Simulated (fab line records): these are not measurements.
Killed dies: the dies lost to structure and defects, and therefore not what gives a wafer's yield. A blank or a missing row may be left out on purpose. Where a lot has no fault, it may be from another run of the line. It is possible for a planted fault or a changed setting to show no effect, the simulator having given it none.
fab line records	flow sky130
[record] lots = 24	wafers = 72	last_day = 50
route steps=708 shown FIELD_ISO@24 METAL1@435 METAL2@483 VIA3@594 METAL4@631 PASSIVATION@682
lots untouched by any fault: they come from a run of this same line in which no faults occurred
start_h: the number of hours between the record's first day and the start of the first shown wafer of the lot	wait_h: how many hours have passed since the lot's step before this one	" the same as in the row above	L1.1+2: a row that stands for several wafers	- value missing, or start not given	* or withheld: withheld	< > ~ a bound
route shown NAME@n: a module of which the file shows steps, and the number in the route of the first	usual: mean/standard deviation of fault-free wafers	same: alike in all rows	chamber/n: place in a boat	sites: readings site by site	_std_site: the values' standard deviation	_edge_site: inner sites' mean taken away from outer sites' mean	radius_mm: how far each site lies from the wafer's centre	mask NAME#n: copy n	behind: tool/chamber where the wafer was last shaped	hold: why the lot went on hold/how many hours it stayed there/how the hold came to an end	device: which transistor (n, p or np) failed to switch	end of line: at the end of the route, the tests of the same wafers	a step given without rows: its recipe and nothing more	killed: at the first sort, the dies lost to defects and structure; wafer yield is something else	map: shows each die of a wafer: x if killed, . if not, _ if none is there
set.NAME: the run value of the setting; set.NAME@STEP: its run value at that earlier step	model.NAME: the simulator's own value behind a step, which no gauge read
route steps across a sampled set of lots; one table per step, one row per wafer
services: the hour from which a tool's chamber was out of use, counted from the record's first day as start_h (under 0 if before that day), plus the number of hours and why
[[steps]]
[step SKY_FIELD_ISO_THK_MEAS_23]
[recipe] reads = SiO2_of_FIELD_ISO_OXIDATION_22
[usual] FIELD_ISO_OXIDATION_01_THK = 9.96/0.17
lot.wafer	tool	chamber	start_h	wait_h	FIELD_ISO_OXIDATION_01_THK[nm]
L074.1	film_metro-01	-	31.99	0.0	9.81
L074.3	"	-	"	"	9.96
L074.4	"	-	"	"	9.85
L075.3	film_metro-03	-	40.33	0.0	9.94
L075.4	"	-	"	"	9.88
L075.6	"	-	"	"	9.85
L076.3	film_metro-01	-	40.89	0.0	9.89
L076.4	"	-	"	"	10.04
L076.6	"	-	"	"	9.98
L077.4	film_metro-01	-	47.33	0.0	9.83
L077.5	"	-	"	"	10.00
L077.6	"	-	"	"	9.94
L078.4	film_metro-04	-	52.83	0.0	9.82
L078.5	"	-	"	"	9.74
L078.6	"	-	"	"	9.56
L079.2	film_metro-03	-	57.81	0.0	10.15
L079.4	"	-	"	"	10.07
L079.6	"	-	"	"	10.02
L080.3	film_metro-04	-	62.73	0.0	10.22
L080.4	"	-	"	"	10.09
L080.5	"	-	"	"	10.13
L081.1	film_metro-01	-	69.30	0.0	9.97
L081.4	"	-	"	"	9.99
L081.5	"	-	"	"	10.08
L082.1	film_metro-03	-	73.37	0.0	9.74
L082.2	"	-	"	"	9.68
L082.3	"	-	"	"	9.72
L083.1	film_metro-01	-	78.80	0.0	9.82
L083.4	"	-	"	"	9.98
L083.6	"	-	"	"	9.85
L084.1	film_metro-01	-	85.48	0.0	9.94
L084.3	"	-	"	"	9.81
L084.5	"	-	"	"	9.86
L085.2	film_metro-04	-	89.88	0.0	9.98
L085.4	"	-	"	"	9.92
L085.6	"	-	"	"	10.00
L086.2	film_metro-03	-	93.31	0.0	10.37
L086.4	"	-	"	"	10.10
L086.6	"	-	"	"	10.22
L087.1	film_metro-03	-	98.28	0.0	9.93
L087.2	"	-	"	"	9.95
L087.4	"	-	"	"	10.03
L088.1	film_metro-01	-	107.29	0.0	10.11
L088.2	"	-	"	"	10.07
L088.6	"	-	"	"	10.26
L089.1	film_metro-03	-	108.02	0.0	9.75
L089.4	"	-	"	"	9.69
L089.6	"	-	"	"	9.70
L090.3	film_metro-04	-	114.21	0.0	9.94
L090.4	"	-	"	"	9.87
L090.6	"	-	"	"	10.11
L091.3	film_metro-01	-	119.46	0.0	9.92
L091.4	"	-	"	"	9.91
L091.6	"	-	"	"	9.96
L092.1	film_metro-03	-	124.21	0.0	10.26
L092.4	"	-	"	"	10.37
L092.6	"	-	"	"	10.18
L093.1	film_metro-01	-	129.84	0.0	9.89
L093.4	"	-	"	"	9.89
L093.6	"	-	"	"	9.79
L094.1	film_metro-01	-	136.29	0.0	9.89
L094.4	"	-	"	"	9.82
L094.6	"	-	"	"	9.95
L095.1	film_metro-04	-	142.81	0.0	9.90
L095.3	"	-	"	"	9.80
L095.6	"	-	"	"	9.99
L096.2	film_metro-04	-	145.52	0.0	10.06
L096.5	"	-	"	"	10.03
L096.6	"	-	"	"	10.16
L097.2	film_metro-04	-	149.89	0.0	9.96
L097.3	"	-	"	"	9.83
L097.5	"	-	"	"	9.93
[step SKY_METAL1_SPUTTER_01]
[recipe] material = TiN	target_thk_nm = 20	power_w = 6500	time_s = 16.7	chamber_pressure_pa = 0.3806
[usual] throttle_valve_pct = 30.1/1.2
lot.wafer	tool	chamber	start_h	wait_h	throttle_valve_pct
L074.1	pvd_sputter-04	-	742.89	0.0	29.0
L074.3	"	-	"	"	29.6
L074.4	"	-	"	"	28.8
L075.3	pvd_sputter-02	-	756.88	0.0	31.1
L075.4	"	-	"	"	29.1
L075.6	"	-	"	"	28.9
L076.3	pvd_sputter-02	-	759.29	0.0	32.3
L076.4	"	-	"	"	29.4
L076.6	"	-	"	"	28.8
L077.4	pvd_sputter-04	-	760.38	0.0	29.2
L077.5	"	-	"	"	28.9
L077.6	"	-	"	"	28.7
L078.4	pvd_sputter-03	-	768.67	0.0	31.3
L078.5	"	-	"	"	29.9
L078.6	"	-	"	"	31.2
L079.2	pvd_sputter-03	-	783.34	0.0	31.1
L079.4	"	-	"	"	31.1
L079.6	"	-	"	"	29.9
L080.3	pvd_sputter-04	-	792.93	0.0	29.7
L080.4	"	-	"	"	30.8
L080.5	"	-	"	"	29.3
L081.1	pvd_sputter-02	-	804.80	0.0	29.1
L081.4	"	-	"	"	31.0
L081.5	"	-	"	"	29.3
L082.1	pvd_sputter-02	-	809.84	0.0	31.2
L082.2	"	-	"	"	28.8
L082.3	"	-	"	"	32.3
L083.1	pvd_sputter-03	-	812.95	0.0	31.0
L083.4	"	-	"	"	31.2
L083.6	"	-	"	"	30.0
L084.1	pvd_sputter-04	-	821.93	0.0	31.0
L084.3	"	-	"	"	28.7
L084.5	"	-	"	"	28.8
L085.2	pvd_sputter-04	-	825.42	0.0	29.3
L085.4	"	-	"	"	28.8
L085.6	"	-	"	"	29.3
L086.2	pvd_sputter-02	-	831.57	0.0	29.1
L086.4	"	-	"	"	32.1
L086.6	"	-	"	"	31.3
L087.1	pvd_sputter-03	-	841.64	0.0	31.2
L087.2	"	-	"	"	31.3
L087.4	"	-	"	"	31.5
L088.1	pvd_sputter-04	-	852.59	0.0	29.4
L088.2	"	-	"	"	30.9
L088.6	"	-	"	"	29.1
L089.1	pvd_sputter-02	-	858.80	0.0	32.5
L089.4	"	-	"	"	28.5
L089.6	"	-	"	"	31.5
L090.3	pvd_sputter-03	-	862.29	0.0	28.3
L090.4	"	-	"	"	31.1
L090.6	"	-	"	"	31.2
L091.3	pvd_sputter-04	-	870.04	0.0	29.0
L091.4	"	-	"	"	28.9
L091.6	"	-	"	"	28.8
L092.1	pvd_sputter-02	-	872.77	0.0	28.9
L092.4	"	-	"	"	32.2
L092.6	"	-	"	"	28.7
L093.1	pvd_sputter-04	-	881.79	0.0	29.2
L093.4	"	-	"	"	28.6
L093.6	"	-	"	"	29.1
L094.1	pvd_sputter-03	-	890.70	0.0	31.2
L094.4	"	-	"	"	31.1
L094.6	"	-	"	"	31.0
L095.1	pvd_sputter-02	-	910.38	0.0	28.6
L095.3	"	-	"	"	29.1
L095.6	"	-	"	"	28.6
L096.2	pvd_sputter-03	-	911.35	0.0	29.9
L096.5	"	-	"	"	30.0
L096.6	"	-	"	"	31.1
L097.2	pvd_sputter-03	-	912.60	0.0	31.0
L097.3	"	-	"	"	29.9
L097.5	"	-	"	"	31.1
[step SKY_METAL2_SPUTTER_00]
[recipe] material = Ti	target_thk_nm = 15	power_w = 3000	time_s = 10	chamber_pressure_pa = 0.4
[usual] throttle_valve_pct = 30.2/1.3
lot.wafer	tool	chamber	start_h	wait_h	throttle_valve_pct
L074.1	pvd_sputter-01	-	799.78	0.2	31.1
L074.3	"	-	"	"	29.7
L074.4	"	-	"	"	31.6
L075.3	pvd_sputter-01	-	813.51	0.2	29.8
L075.4	"	-	"	"	31.2
L075.6	"	-	"	"	27.8
L076.3	pvd_sputter-03	-	815.64	0.2	31.1
L076.4	"	-	"	"	30.9
L076.6	"	-	"	"	28.5
L077.4	pvd_sputter-01	-	817.27	0.2	31.2
L077.5	"	-	"	"	31.0
L077.6	"	-	"	"	31.6
L078.4	pvd_sputter-01	-	825.21	0.2	31.3
L078.5	"	-	"	"	31.9
L078.6	"	-	"	"	31.0
L079.2	pvd_sputter-03	-	839.37	0.2	31.2
L079.4	"	-	"	"	31.0
L079.6	"	-	"	"	31.2
L080.3	pvd_sputter-02	-	849.51	0.1	28.9
L080.4	"	-	"	"	31.1
L080.5	"	-	"	"	28.7
L081.1	pvd_sputter-03	-	861.46	0.2	31.4
L081.4	"	-	"	"	28.5
L081.5	"	-	"	"	29.9
L082.1	pvd_sputter-01	-	865.25	0.1	31.9
L082.2	"	-	"	"	27.9
L082.3	"	-	"	"	29.5
L083.1	pvd_sputter-01	-	867.66	0.2	29.8
L083.4	"	-	"	"	27.6
L083.6	"	-	"	"	31.1
L084.1	pvd_sputter-03	-	877.07	0.1	28.5
L084.3	"	-	"	"	31.1
L084.5	"	-	"	"	31.2
L085.2	pvd_sputter-02	-	880.36	0.1	32.4
L085.4	"	-	"	"	29.3
L085.6	"	-	"	"	29.2
L086.2	pvd_sputter-01	-	886.96	0.1	32.0
L086.4	"	-	"	"	27.9
L086.6	"	-	"	"	28.0
L087.1	pvd_sputter-03	-	896.44	0.1	29.8
L087.2	"	-	"	"	31.2
L087.4	"	-	"	"	31.2
L088.1	pvd_sputter-01	-	906.66	0.1	31.9
L088.2	"	-	"	"	28.0
L088.6	"	-	"	"	31.6
L089.1	pvd_sputter-03	-	913.49	0.1	30.0
L089.4	"	-	"	"	28.6
L089.6	"	-	"	"	28.3
L090.3	pvd_sputter-02	-	916.48	0.2	29.3
L090.4	"	-	"	"	32.0
L090.6	"	-	"	"	30.9
L091.3	pvd_sputter-02	-	925.35	0.1	32.1
L091.4	"	-	"	"	31.2
L091.6	"	-	"	"	29.3
L092.1	pvd_sputter-03	-	926.43	0.1	30.1
L092.4	"	-	"	"	28.3
L092.6	"	-	"	"	29.7
L093.1	pvd_sputter-01	-	934.93	0.2	31.4
L093.4	"	-	"	"	32.0
L093.6	"	-	"	"	29.5
L094.1	pvd_sputter-02	-	943.60	0.2	28.8
L094.4	"	-	"	"	29.2
L094.6	"	-	"	"	31.0
L095.1	pvd_sputter-03	-	962.41	0.1	29.8
L095.3	"	-	"	"	31.1
L095.6	"	-	"	"	28.4
L096.2	pvd_sputter-02	-	964.00	0.1	28.8
L096.5	"	-	"	"	28.9
L096.6	"	-	"	"	29.3
L097.2	pvd_sputter-01	-	964.30	0.1	30.9
L097.3	"	-	"	"	28.0
L097.5	"	-	"	"	27.7
[step SKY_VIA3_CVD_21]
[recipe] material = W	target_thk_nm = 390	time_s = 117.31	temp_c = 400	pressure_torr = 40
[usual] heater_power_outer_w = 564/68	heater_power_w = 902/98
lot.wafer	tool	chamber	start_h	wait_h	heater_power_outer_w	heater_power_w
L074.1	cvd_w-02	1	934.77	0.0	589	888
L074.3	"	0	"	"	625	1013
L074.4	"	1	"	"	595	891
L075.3	cvd_w-01	1	946.96	0.1	457	742
L075.4	"	0	"	"	550	882
L075.6	"	0	"	"	543	875
L076.3	cvd_w-02	0	951.45	0.1	622	1039
L076.4	"	1	"	"	598	904
L076.6	"	1	"	"	591	893
L077.4	cvd_w-01	1	951.77	0.1	448	731
L077.5	"	0	"	"	546	881
L077.6	"	1	"	"	449	747
L078.4	cvd_w-01	0	958.64	0.1	547	894
L078.5	"	1	"	"	440	750
L078.6	"	0	"	"	531	901
L079.2	cvd_w-02	0	971.70	0.0	621	1001
L079.4	"	0	"	"	621	983
L079.6	"	1	"	"	601	897
L080.3	cvd_w-01	1	980.70	0.1	453	754
L080.4	"	0	"	"	536	854
L080.5	"	1	"	"	438	761
L081.1	cvd_w-02	0	991.47	0.0	651	1003
L081.4	"	0	"	"	642	1024
L081.5	"	0	"	"	629	1034
L082.1	cvd_w-02	1	995.20	0.0	589	901
L082.2	"	0	"	"	628	1008
L082.3	"	0	"	"	612	1027
L083.1	cvd_w-02	1	996.86	0.0	609	899
L083.4	"	0	"	"	630	1012
L083.6	"	1	"	"	598	899
L084.1	cvd_w-01	1	1006.98	0.0	453	728
L084.3	"	0	"	"	535	874
L084.5	"	0	"	"	540	916
L085.2	cvd_w-01	1	1009.52	0.0	449	758
L085.4	"	1	"	"	449	746
L085.6	"	0	"	"	548	908
L086.2	cvd_w-01	0	1013.99	0.2	538	885
L086.4	"	1	"	"	440	754
L086.6	"	0	"	"	547	881
L087.1	cvd_w-01	1	1021.59	0.0	438	740
L087.2	"	0	"	"	534	890
L087.4	"	1	"	"	436	740
L088.1	cvd_w-02	1	1032.85	0.0	591	893
L088.2	"	0	"	"	634	1029
L088.6	"	0	"	"	633	1026
L089.1	cvd_w-02	0	1039.92	0.0	641	1017
L089.4	"	0	"	"	640	999
L089.6	"	1	"	"	595	904
L090.3	cvd_w-01	1	1040.68	0.1	444	747
L090.4	"	0	"	"	535	889
L090.6	"	0	"	"	547	895
L091.3	cvd_w-01	1	1050.00	0.1	441	761
L091.4	"	0	"	"	547	902
L091.6	"	0	"	"	538	897
L092.1	cvd_w-02	1	1050.77	0.0	592	903
L092.4	"	1	"	"	604	879
L092.6	"	0	"	"	622	1029
L093.1	cvd_w-02	0	1056.42	0.0	617	1038
L093.4	"	0	"	"	633	1034
L093.6	"	0	"	"	633	1040
L094.1	cvd_w-02	1	1065.85	0.0	609	894
L094.4	"	1	"	"	590	902
L094.6	"	1	"	"	595	908
L095.1	cvd_w-02	0	1081.28	0.0	654	1034
L095.3	"	1	"	"	610	907
L095.6	"	1	"	"	622	904
L096.2	cvd_w-02	0	1083.10	0.0	626	1020
L096.5	"	0	"	"	630	1061
L096.6	"	1	"	"	591	906
L097.2	cvd_w-02	0	1083.48	0.0	636	1037
L097.3	"	0	"	"	638	1025
L097.5	"	1	"	"	609	895
[step SKY_METAL4_DESCUM_15]
[recipe] chemistry = O2	source_power_w = 150	bias_power_w = 0	pressure_mtorr = 10	temp_c = 40	time_s = 8
[usual] drypump_motor_current_A = 5.64/0.26	oes_product_au = 0.998/0.011
lot.wafer	tool	chamber	start_h	wait_h	drypump_motor_current_A	oes_product_au	rf_hours_counter_h
L074.1	rie_metal-02	1	983.91	0.0	5.78	0.992	17
L074.3	"	0	"	"	5.66	1.007	-
L074.4	"	1	"	"	5.79	1.002	-
L075.3	rie_metal-02	0	995.35	0.0	5.61	1.001	-
L075.4	"	1	"	"	5.80	0.987	-
L075.6	"	0	"	"	5.62	0.990	-
L076.3	rie_metal-04	1	1000.10	0.0	5.66	0.987	-
L076.4	"	0	"	"	5.38	0.979	-
L076.6	"	1	"	"	5.68	0.998	-
L077.4	rie_metal-01	1	1000.91	0.0	5.98	1.012	-
L077.5	"	0	"	"	4.92	1.014	-
L077.6	"	1	"	"	6.00	1.013	-
L078.4	rie_metal-01	1	1007.27	0.0	5.97	1.008	-
L078.5	"	1	"	"	5.98	1.008	-
L078.6	"	0	"	"	4.89	1.007	-
L079.2	rie_metal-02	1	1019.84	0.0	5.79	0.982	19
L079.4	"	0	"	"	5.64	0.993	-
L079.6	"	0	"	"	5.63	1.008	-
L080.3	rie_metal-04	1	1029.20	0.0	5.64	0.999	-
L080.4	"	0	"	"	5.37	0.978	-
L080.5	"	1	"	"	5.65	0.992	-
L081.1	rie_metal-02	1	1038.51	0.0	5.80	0.997	20
L081.4	"	0	"	"	5.63	0.995	-
L081.5	"	1	"	"	5.81	0.986	-
L082.1	rie_metal-02	1	1042.96	0.0	5.80	0.986	20
L082.2	"	0	"	"	5.63	1.002	17
L082.3	"	0	"	"	5.63	0.991	-
L083.1	rie_metal-02	0	1044.19	0.0	5.66	1.005	17
L083.4	"	1	"	"	5.80	0.987	-
L083.6	"	1	"	"	5.81	0.988	-
L084.1	rie_metal-01	1	1054.00	0.0	5.98	1.015	3
L084.3	"	0	"	"	4.91	1.007	-
L084.5	"	0	"	"	4.87	1.001	-
L085.2	rie_metal-04	0	1054.65	0.0	5.40	0.993	19
L085.4	"	0	"	"	5.41	0.982	-
L085.6	"	1	"	"	5.66	1.005	-
L086.2	rie_metal-02	1	1059.30	0.0	5.80	0.991	22
L086.4	"	0	"	"	5.65	1.005	-
L086.6	"	1	"	"	5.77	0.995	-
L087.1	rie_metal-02	0	1067.24	0.0	5.66	0.999	18
L087.2	"	1	"	"	5.80	0.982	22
L087.4	"	1	"	"	5.82	0.995	-
L088.1	rie_metal-04	0	1078.01	0.0	5.37	0.995	20
L088.2	"	1	"	"	5.68	0.996	23
L088.6	"	0	"	"	5.37	0.989	-
L089.1	rie_metal-02	1	1086.19	0.0	5.80	0.982	23
L089.4	"	1	"	"	5.80	1.004	-
L089.6	"	0	"	"	5.66	1.019	-
L090.3	rie_metal-04	0	1086.85	0.0	5.36	0.980	-
L090.4	"	1	"	"	5.67	1.001	-
L090.6	"	1	"	"	5.66	0.997	-
L091.3	rie_metal-02	1	1094.41	0.0	5.79	0.988	-
L091.4	"	0	"	"	5.65	1.009	-
L091.6	"	0	"	"	5.63	1.013	-
L092.1	rie_metal-04	0	1094.81	0.0	5.37	0.986	21
L092.4	"	0	"	"	5.38	0.996	-
L092.6	"	0	"	"	5.38	0.985	-
L093.1	rie_metal-01	1	1100.01	0.0	5.98	1.015	8
L093.4	"	1	"	"	5.97	1.016	-
L093.6	"	1	"	"	5.98	1.011	-
L094.1	rie_metal-01	1	1108.99	0.0	5.99	1.015	9
L094.4	"	1	"	"	5.99	1.015	-
L094.6	"	1	"	"	5.94	1.011	-
L095.1	rie_metal-04	0	1123.64	0.0	5.36	0.980	23
L095.3	"	0	"	"	5.36	0.985	-
L095.6	"	0	"	"	5.39	0.990	-
L096.2	rie_metal-02	1	1124.81	0.0	5.79	0.981	26
L096.5	"	1	"	"	5.78	0.978	-
L096.6	"	0	"	"	5.64	1.004	-
L097.2	rie_metal-04	0	1126.00	0.0	5.38	0.990	24
L097.3	"	0	"	"	5.38	0.991	-
L097.5	"	0	"	"	5.36	0.993	-
[step SKY_PASSIVATION_THK_MEAS_01]
[recipe] reads = SiO2_of_PASSIVATION_CVD_00
[usual] PASSIVATION_CVD_00_THK = 90.2/1.5
lot.wafer	tool	chamber	start_h	wait_h	PASSIVATION_CVD_00_THK[nm]
L074.1	film_metro-02	-	1034.07	-	89.0
L074.3	"	-	"	"	88.5
L074.4	"	-	"	"	90.1
L075.3	film_metro-02	-	1044.08	-	87.8
L075.4	"	-	"	"	90.1
L075.6	"	-	"	"	88.7
L076.3	film_metro-03	-	1048.17	-	90.6
L076.4	"	-	"	"	90.7
L076.6	"	-	"	"	91.2
L077.4	film_metro-02	-	1050.05	-	89.9
L077.5	"	-	"	"	89.6
L077.6	"	-	"	"	91.6
L078.4	film_metro-04	-	1056.81	-	90.8
L078.5	"	-	"	"	91.6
L078.6	"	-	"	"	91.5
L079.2	film_metro-02	-	1069.57	-	88.2
L079.4	"	-	"	"	90.3
L079.6	"	-	"	"	92.1
L080.3	film_metro-04	-	1077.13	-	87.8
L080.4	"	-	"	"	88.9
L080.5	"	-	"	"	91.8
L081.1	film_metro-03	-	1085.60	-	88.3
L081.4	"	-	"	"	91.4
L081.5	"	-	"	"	90.4
L082.1	film_metro-02	-	1091.80	-	88.1
L082.2	"	-	"	"	89.9
L082.3	"	-	"	"	90.2
L083.1	film_metro-03	-	1092.88	-	89.0
L083.4	"	-	"	"	90.6
L083.6	"	-	"	"	91.5
L084.1	film_metro-02	-	1099.25	-	88.7
L084.3	"	-	"	"	90.8
L084.5	"	-	"	"	90.6
L085.2	film_metro-04	-	1099.55	-	89.5
L085.4	"	-	"	"	90.7
L085.6	"	-	"	"	89.9
L086.2	film_metro-03	-	1105.21	-	91.2
L086.4	"	-	"	"	90.3
L086.6	"	-	"	"	91.5
L087.1	film_metro-02	-	1112.64	-	86.7
L087.2	"	-	"	"	88.3
L087.4	"	-	"	"	89.7
L088.1	film_metro-04	-	1123.59	-	90.3
L088.2	"	-	"	"	92.0
L088.6	"	-	"	"	93.6
L089.1	film_metro-04	-	1130.66	-	92.0
L089.4	"	-	"	"	92.1
L089.6	"	-	"	"	93.4
L090.3	film_metro-02	-	1131.31	-	88.3
L090.4	"	-	"	"	91.2
L090.6	"	-	"	"	89.6
L091.3	film_metro-03	-	1137.94	-	89.1
L091.4	"	-	"	"	90.4
L091.6	"	-	"	"	89.9
L092.1	film_metro-02	-	1138.16	-	87.7
L092.4	"	-	"	"	91.2
L092.6	"	-	"	"	89.3
L093.1	film_metro-02	-	1143.29	-	90.0
L093.4	"	-	"	"	90.6
L093.6	"	-	"	"	89.0
L094.1	film_metro-04	-	1151.65	-	90.7
L094.4	"	-	"	"	89.1
L094.6	"	-	"	"	91.9
L095.1	film_metro-03	-	1163.92	-	90.6
L095.3	"	-	"	"	90.6
L095.6	"	-	"	"	91.4
L096.2	film_metro-02	-	1165.34	-	90.1
L096.5	"	-	"	"	91.8
L096.6	"	-	"	"	92.2
L097.2	film_metro-03	-	1165.48	-	87.9
L097.3	"	-	"	"	88.1
L097.5	"	-	"	"	90.1
[[services]]
tool	chamber	start_h	hours	kind
pvd_sputter-02	-	741.76	2.4	repair
pvd_sputter-03	-	760.26	0.6	repair
cvd_w-02	-	782.85	0.9	repair
pvd_sputter-03	-	804.38	1.4	repair
cvd_w-01	-	821.57	0.5	repair
cvd_w-02	-	839.45	1.7	repair
pvd_sputter-02	-	852.24	1.9	repair
pvd_sputter-01	-	865.53	0.6	repair
pvd_sputter-01	-	890.58	10.3	repair
cvd_w-02	1	900.02	12.1	repair
cvd_w-01	-	904.00	14.0	pm
pvd_sputter-03	-	905.76	5.1	repair
pvd_sputter-01	-	925.37	2.8	repair
cvd_w-02	-	930.87	1.4	repair
cvd_w-01	-	956.95	1.1	repair
pvd_sputter-02	-	964.56	1.4	repair
cvd_w-02	1	978.08	4.3	repair
pvd_sputter-01	-	978.30	0.6	repair
cvd_w-01	-	990.96	6.9	pm
pvd_sputter-01	-	995.90	0.6	repair
cvd_w-02	-	999.65	14.6	pm
pvd_sputter-02	-	999.87	5.3	repair
cvd_w-01	-	1063.37	3.0	repair
rie_metal-02	-	1109.75	1.4	pm
[[key]]
fault none
